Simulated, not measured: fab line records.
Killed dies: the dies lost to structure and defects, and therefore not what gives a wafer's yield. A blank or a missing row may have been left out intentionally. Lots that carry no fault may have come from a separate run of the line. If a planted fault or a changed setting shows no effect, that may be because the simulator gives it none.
fab line records	flow sky130
record lots=5	wafers=15	last_day=50
route steps=708 shown GATE_OXIDE@192 POLY_GATE@204 RES_PROTECT@206
lots that met no fault: taken from a fault-free run of the same line
start_h: hours from the record's opening day to when the first of the lot's shown wafers began	wait_h: time in hours since the lot's previous step	" repeats the value in the row above	L1.1+2: several wafers, shown together as one row	- value missing, or start not given	* or withheld: withheld	< > ~ a bound
route shown NAME@n: NAME is a module with steps in the file, n the number in the route of the first one	usual: mean and standard deviation over wafers with no fault	same: alike in all rows	chamber/n: place in a boat	sites: each site's reading	_std_site: their standard deviation	_edge_site: mean of outer sites minus mean of inner sites	radius_mm: how far each site lies from the wafer's centre	mask NAME#n: copy n	behind: the most recent tool/chamber to have shaped the wafer	hold: why the lot was held/for how many hours/how that ended	device: names the non-switching transistor (n, p or np)	end of line: the same wafers' tests at the end of the route	for a step that has no rows: nothing shown but its recipe	killed: dies lost to structure and defects at the first sort, not the wafer's yield	map: shows each die of a wafer: x if killed, . if not, _ if none is there
set.NAME: the setting that was run; set.NAME@STEP: the one run at that earlier step	model.NAME: the simulator's own value behind a step, which no gauge read
certain route steps with their lots: each step a table, each wafer a row
services: a tool's chamber out of use, with start hour (start_h, from the record's first day; less than 0 if before it), hours out, and reason
## steps
# step SKY_GATE_OXIDE_COAT_05
# recipe resist=NOVOLAK	spin_rpm=3000	resist_thk_nm=1140
# step SKY_GATE_OXIDE_SOFTBAKE_06
# recipe temp_c=90	time_s=60	resist=NOVOLAK
# step SKY_GATE_OXIDE_EXPOSE_07
# recipe mask_id=LVOM	na=0.6	source_shape=conventional	sigma_outer=0.6	polarization=unpolarized	target_cd_nm=600	dose_mj=170
# step SKY_GATE_OXIDE_PEB_08
# recipe temp_c=withheld	time_s=*	resist=NOVOLAK
# step SKY_GATE_OXIDE_DEVELOP_09
# recipe resist=NOVOLAK	developer=TMAH	develop_time_s=60	dev_temp_c=23
# step SKY_GATE_OXIDE_OVL_MEAS_10
# usual GATE_OXIDE_OVL=0.1/1.2
lot.wafer	tool	chamber	start_h	wait_h	GATE_OXIDE_OVL[nm]
L728.3	overlay-02	-	353.12	0.1	-0.5
L728.4	"	-	"	"	0.3
L728.6	"	-	"	"	-1.2
L733.1	overlay-01	-	403.26	0.1	0.1
L733.3	"	-	"	"	-1.1
L733.4	"	-	"	"	-0.1
L734.1	overlay-02	-	408.91	0.1	-0.1
L734.3	"	-	"	"	2.7
L734.5	"	-	"	"	1.5
L744.1	overlay-01	-	495.51	0.1	-0.9
L744.3	"	-	"	"	-0.5
L744.6	"	-	"	"	2.1
L745.1	overlay-01	-	499.33	0.1	-3.0
L745.3	"	-	"	"	-0.6
L745.5	"	-	"	"	-0.7
# step SKY_GATE_OXIDE_IMPLANT_11
# recipe species=B	energy_kev=10	dose_cm2=2.6e+12	tilt_deg=withheld
# step SKY_GATE_OXIDE_WET_ETCH_12
# recipe chemistry=dHF	target_depth_nm=16.8	dry=n2_spin	target=SiO2	dilution=100:1	temp_c=25	time_s=336
# step SKY_GATE_OXIDE_STRIP_13
# recipe chemistry=O2/N2	power_w=1400	pressure_mtorr=1500	platen_temp_c=withheld	o2_flow_sccm=3000	n2_flow_sccm=300	overash_fraction=0.5
# usual chamber_pressure_mTorr=1500.1/1.4	drypump_motor_current_A=5.7/0.54	oes_product_au=0.716/0.0039	strip_time_to_endpoint_s=14.20/0.032
lot.wafer	tool	chamber	start_h	wait_h	chamber_pressure_mTorr	drypump_motor_current_A	oes_product_au	rf_hours_counter_h	strip_time_to_endpoint_s
L728.3	plasma_asher-01	0	353.43	0.0	1499.5	6.1	0.718	-	14.27
L728.4	"	1	"	"	1501.7	5.2	0.713	-	14.22
L728.6	"	0	"	"	1501.1	6.1	0.715	-	14.21
L733.1	plasma_asher-03	1	403.55	0.0	1498.5	6.3	0.711	29	14.23
L733.3	"	0	"	"	1501.0	5.2	0.710	-	14.21
L733.4	"	1	"	"	1499.5	6.2	0.718	-	14.24
L734.1	plasma_asher-01	1	409.20	0.0	1498.1	5.3	0.714	59	14.18
L734.3	"	1	"	"	1504.0	5.2	0.715	-	14.20
L734.5	"	0	"	"	1502.3	6.1	0.716	-	14.24
L744.1	plasma_asher-03	1	495.80	0.0	1500.2	6.2	0.713	39	14.18
L744.3	"	1	"	"	1499.5	6.3	0.715	-	14.21
L744.6	"	1	"	"	1500.1	6.3	0.722	-	14.21
L745.1	plasma_asher-02	1	499.62	0.0	1500.8	6.4	0.719	77	14.19
L745.3	"	1	"	"	1498.3	6.4	0.719	-	14.14
L745.5	"	0	"	"	1502.6	5.1	0.707	-	14.17
# step SKY_GATE_OXIDE_TW_MEAS_14
# usual GATE_OXIDE_TW=223.6/2.3
lot.wafer	tool	chamber	start_h	wait_h	GATE_OXIDE_TW
L728.3	film_metro-03	-	353.52	0.1	224.2
L728.4	"	-	"	"	224.1
L728.6	"	-	"	"	226.0
L733.1	film_metro-03	-	403.65	0.1	226.2
L733.3	"	-	"	"	227.2
L733.4	"	-	"	"	226.2
L734.1	film_metro-03	-	409.30	0.1	227.2
L734.3	"	-	"	"	226.8
L734.5	"	-	"	"	225.9
L744.1	film_metro-04	-	495.90	0.1	220.4
L744.3	"	-	"	"	221.6
L744.6	"	-	"	"	221.6
L745.1	film_metro-02	-	499.72	0.1	226.3
L745.3	"	-	"	"	225.1
L745.5	"	-	"	"	224.8
# step SKY_GATE_OXIDE_CLEAN_15
# recipe chemistry=SC1/SC2	mix=1:4:20	temp_c=70	time_s=150	dry=n2_spin
# step SKY_GATE_OXIDE_OXIDATION_16
# recipe temp_c=800	ambient=O2	idle_temp_c=700	ramp_up_c_per_min=10	ramp_down_c_per_min=3	stabilise_s=600	purge_s=300	target_thk_a=35.7	ox_time_s=1915
# step SKY_POLY_GATE_CVD_00
# recipe material=poly-Si	target_thk_nm=180	temp_c=620	time_s=720	pressure_mtorr=200
lot.wafer	tool	chamber	start_h	wait_h	model.poly-Si_of_POLY_GATE_CVD_00.thk_nm
L728.3	lpcvd-01	1	355.94	0.0	179.5
L728.4	"	1	"	"	179.3
L728.6	"	1	"	"	179.2
L733.1	lpcvd-01	1	405.87	0.0	180.6
L733.3	"	1	"	"	181.6
L733.4	"	1	"	"	180.4
L734.1	lpcvd-01	1	412.66	0.0	180
L734.3	"	1	"	"	180.9
L734.5	"	1	"	"	180.5
L744.1	lpcvd-01	0	497.55	0.0	312.3
L744.3	"	0	"	"	312.5
L744.6	"	0	"	"	311.8
L745.1	lpcvd-01	1	501.36	0.0	183.1
L745.3+5	"	1	"	"	183
# step SKY_POLY_GATE_THK_MEAS_01
# recipe reads=poly-Si_of_POLY_GATE_CVD_00
# usual POLY_GATE_CVD_00_THK=179.8/1.6
lot.wafer	tool	chamber	start_h	wait_h	POLY_GATE_CVD_00_THK[nm]
L728.3	film_metro-03	-	357.16	0.0	179.4
L728.4	"	-	"	"	179.5
L728.6	"	-	"	"	179.2
L733.1	film_metro-01	-	407.07	0.0	180.6
L733.3	"	-	"	"	181.6
L733.4	"	-	"	"	180.4
L734.1	film_metro-03	-	413.86	0.0	180.0
L734.3	"	-	"	"	181.0
L734.5	"	-	"	"	180.5
L744.1	film_metro-03	-	499.35	0.0	312.4
L744.3	"	-	"	"	312.2
L744.6	"	-	"	"	311.6
L745.1	film_metro-04	-	503.16	0.0	183.2
L745.3	"	-	"	"	183.1
L745.5	"	-	"	"	182.9
# step SKY_RES_PROTECT_DEHYDRATE_00
# recipe temp_c=200	time_s=60
# step SKY_RES_PROTECT_HMDS_01
# recipe prime_time_s=60	prime_temp_c=120
# step SKY_RES_PROTECT_COAT_02
# recipe resist=NOVOLAK	spin_rpm=3000	resist_thk_nm=1140
# step SKY_RES_PROTECT_SOFTBAKE_03
# recipe temp_c=90	time_s=60	resist=NOVOLAK
# step SKY_RES_PROTECT_EXPOSE_04
# recipe mask_id=RPM	na=0.6	source_shape=conventional	sigma_outer=0.6	polarization=unpolarized	target_cd_nm=1270	dose_mj=131
# step SKY_RES_PROTECT_PEB_05
# recipe temp_c=withheld	time_s=*	resist=NOVOLAK
# step SKY_RES_PROTECT_DEVELOP_06
# recipe resist=NOVOLAK	developer=TMAH	develop_time_s=60	dev_temp_c=23
# step SKY_POLY_GATE_IMPLANT_02
# recipe species=P	energy_kev=30	dose_cm2=7.7e+15	tilt_deg=0
# step SKY_RES_PROTECT_STRIP_07
# recipe chemistry=O2/N2	power_w=1400	pressure_mtorr=1500	platen_temp_c=withheld	o2_flow_sccm=3000	n2_flow_sccm=300	overash_fraction=0.5
# usual chamber_pressure_mTorr=1499.9/1.4	drypump_motor_current_A=5.8/0.48	oes_product_au=0.518/0.0049	strip_time_to_endpoint_s=23.30/0.047
lot.wafer	tool	chamber	start_h	wait_h	chamber_pressure_mTorr	drypump_motor_current_A	oes_product_au	rf_hours_counter_h	strip_time_to_endpoint_s
L728.3	plasma_asher-02	1	385.60	0.1	1501.4	6.4	0.514	-	23.35
L728.4	"	0	"	"	1500.1	5.1	0.512	-	23.33
L728.6	"	0	"	"	1500.8	5.1	0.516	-	23.31
L733.1	plasma_asher-01	1	437.31	0.1	1500.0	5.2	0.522	62	23.33
L733.3	"	0	"	"	1500.7	6.2	0.515	-	23.29
L733.4	"	1	"	"	1499.3	5.2	0.514	-	23.33
L734.1	plasma_asher-01	0	444.53	0.1	1500.9	6.1	0.517	63	23.30
L734.3	"	0	"	"	1499.8	6.1	0.517	-	23.31
L734.5	"	1	"	"	1499.8	5.2	0.520	-	23.29
L744.1	plasma_asher-04	1	530.51	0.1	1498.9	5.7	0.521	9	23.27
L744.3	"	1	"	"	1499.1	5.8	0.510	-	23.26
L744.6	"	0	"	"	1497.0	5.9	0.514	-	23.26
L745.1	plasma_asher-04	1	533.21	0.1	1500.3	5.7	0.514	9	23.29
L745.3	"	1	"	"	1500.5	5.7	0.515	-	23.26
L745.5	"	0	"	"	1497.6	5.9	0.515	-	23.28
# step SKY_RES_PROTECT_TW_MEAS_08
# usual POLY_GATE_TW=4035/23
lot.wafer	tool	chamber	start_h	wait_h	POLY_GATE_TW
L728.3	film_metro-03	-	385.69	0.1	4078
L728.4	"	-	"	"	4072
L728.6	"	-	"	"	4048
L733.1	film_metro-01	-	437.41	0.1	4015
L733.3	"	-	"	"	4024
L733.4	"	-	"	"	4008
L734.1	film_metro-01	-	444.63	0.1	4054
L734.3	"	-	"	"	4046
L734.5	"	-	"	"	4054
L744.1	film_metro-03	-	530.61	0.1	4072
L744.3	"	-	"	"	4079
L744.6	"	-	"	"	4094
L745.1	film_metro-02	-	533.31	0.1	4018
L745.3	"	-	"	"	4029
L745.5	"	-	"	"	4026
# step SKY_RES_PROTECT_CLEAN_09
# recipe chemistry=SC1/SC2	mix=1:4:20	temp_c=70	time_s=150	dry=n2_spin
lot.wafer	tool	chamber	start_h	wait_h	model.poly-Si_of_POLY_GATE_CVD_00.thk_nm
L728.3	wet_bench-02	1	385.73	0.0	178.9
L728.4	"	1	"	"	178.7
L728.6	"	1	"	"	178.5
L733.1	wet_bench-02	3	437.47	0.1	179.9
L733.3	"	3	"	"	181
L733.4	"	3	"	"	179.8
L734.1	wet_bench-02	2	444.69	0.1	179.3
L734.3	"	2	"	"	180.3
L734.5	"	2	"	"	179.9
L744.1	wet_bench-02	3	530.67	0.1	311.6
L744.3	"	3	"	"	311.9
L744.6	"	3	"	"	311.2
L745.1	wet_bench-02	2	533.37	0.1	182.5
L745.3+5	"	2	"	"	182.4
# step SKY_POLY_GATE_CVD_03
# recipe material=Si3N4	precursor=DCS/NH3	target_thk_nm=75	temp_c=770	time_s=1290	pressure_mtorr=250
## services
tool	chamber	start_h	hours	kind
plasma_asher-02	-	351.98	2.8	pm
plasma_asher-03	-	352.84	3.9	repair
plasma_asher-03	-	387.99	2.4	repair
plasma_asher-02	-	421.21	13.7	pm
plasma_asher-04	-	421.25	9.0	pm
plasma_asher-04	0	421.25	9.0	vent_cycle
plasma_asher-04	1	421.25	9.0	vent_cycle
plasma_asher-04	0	430.25	-	clean
plasma_asher-04	1	430.25	-	clean
plasma_asher-01	-	466.19	2.4	repair
plasma_asher-04	-	483.96	14.6	pm
plasma_asher-01	-	493.01	11.0	repair
## key
first_sign step=SKY_POLY_GATE_THK_MEAS_01	reading=POLY_GATE_CVD_00_THK	direction=up	sigmas=84	usual=179.8	struck=312.1
effect none on later readings
model_effect step=SKY_POLY_GATE_CVD_00	value=poly-Si_of_POLY_GATE_CVD_00.thk_nm	without=180.6	struck=312.2
model_effect step=SKY_RES_PROTECT_CLEAN_09	value=poly-Si_of_POLY_GATE_CVD_00.thk_nm	without=179.9	struck=311.6
met_at SKY_POLY_GATE_CVD_00
struck_wafers L744.1,L744.3,L744.6
later_rows_left_out L744.1,L744.3,L744.6
sort_left_out L744.1,L744.3,L744.6
tester_left_out L744
also_fits SKY_GATE_OXIDE_STRIP_13:plasma_asher-03
fault kind=process_parameter_drift	tool=lpcvd-01	chamber=0	onset_h=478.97	steps=SKY_POLY_GATE_CVD_00	channel=target_thk_nm	offset=131.62	shape=step	end_h=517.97	stated=180
# tester_left_out: of these lots the tester's yield and bins aren't shown, on N5 and GAA mostly nor the transistor test; their killed dies are dies lost to structure and defects alone, not to doping, threshold or leakage, so they don't give the yield
# sort_left_out: the simulated sort isn't trusted on such a fault, so these wafers' sort isn't shown, and their yield isn't known
# later_rows_left_out: the simulator's readings of these wafers behind a module that went badly wrong aren't trusted and aren't shown, but for the sort
